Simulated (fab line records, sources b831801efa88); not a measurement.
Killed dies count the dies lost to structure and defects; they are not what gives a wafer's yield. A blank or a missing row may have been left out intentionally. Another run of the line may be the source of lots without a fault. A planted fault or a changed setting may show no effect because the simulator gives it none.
Which tool did it? || flow sky130 || 6 lots, 18 wafers sampled, at 2 steps of a route of 708

WHAT THE GAUGES SHOWED, per wafer
SKY_NWELL_RS_MEAS_29: measurement is done with a four-point probe.
{"lot": "L196", "measured": "day 5 13:51", "on": "film-metro-03", "NWELL_RS (ohm/sq)": "623.9 621.9 623.4"}
{"lot": "L199", "measured": "day 6 06:52", "on": "film-metro-02", "NWELL_RS (ohm/sq)": "624.0 623.5 623.9"}
{"lot": "L202", "measured": "day 7 01:32", "on": "film-metro-02", "NWELL_RS (ohm/sq)": "624.7 623.9 622.6"}
{"lot": "L207", "measured": "day 8 11:10", "on": "film-metro-02", "NWELL_RS (ohm/sq)": "625.7 625.1 626.2"}
{"lot": "L216", "measured": "day 10 22:47", "on": "film-metro-02", "NWELL_RS (ohm/sq)": "625.0 624.0 624.8"}
{"lot": "L218", "measured": "day 11 12:19", "on": "film-metro-04", "NWELL_RS (ohm/sq)": "625.9 625.0 624.0"}

TOOL THAT RAN EACH LOT (tool first, then ch and the chambers of the sampled wafers, then the start)
{"lot": "L196", "SKY_NWELL_IMPLANT_12": "implanter-01 ch 0, day 4 19:29"}
{"lot": "L199", "SKY_NWELL_IMPLANT_12": "implanter-01 ch 0, day 5 11:04"}
{"lot": "L202", "SKY_NWELL_IMPLANT_12": "implanter-01 ch 0, day 6 06:55"}
{"lot": "L207", "SKY_NWELL_IMPLANT_12": "implanter-01 ch 0, day 7 15:34"}
{"lot": "L216", "SKY_NWELL_IMPLANT_12": "implanter-01 ch 0, day 9 23:16"}
{"lot": "L218", "SKY_NWELL_IMPLANT_12": "implanter-03 ch 0, day 10 12:04"}
- SKY_NWELL_IMPLANT_12

THE ANSWER, worked out from the rows above alone
Rule: usual is defined by the lots themselves. Put in order of their means at a reading, lots are off if they are a third of the lots or fewer, leave a main group of 4 or more, and stand apart from it by a gap of 3 or more times the standard deviation of the main group's means; of several such gaps the widest counts. Not used: any main group whose means are identical at the precision the tables above print for the reading. Also off: a lot with no number at a reading for which 4 or more lots have one. Where the step has rows for the other lots, those lots are counted as sound.
No lot is off at any reading shown: from this, nothing can be told.

WHAT HAD BEEN PUT IN BY THE SIMULATOR
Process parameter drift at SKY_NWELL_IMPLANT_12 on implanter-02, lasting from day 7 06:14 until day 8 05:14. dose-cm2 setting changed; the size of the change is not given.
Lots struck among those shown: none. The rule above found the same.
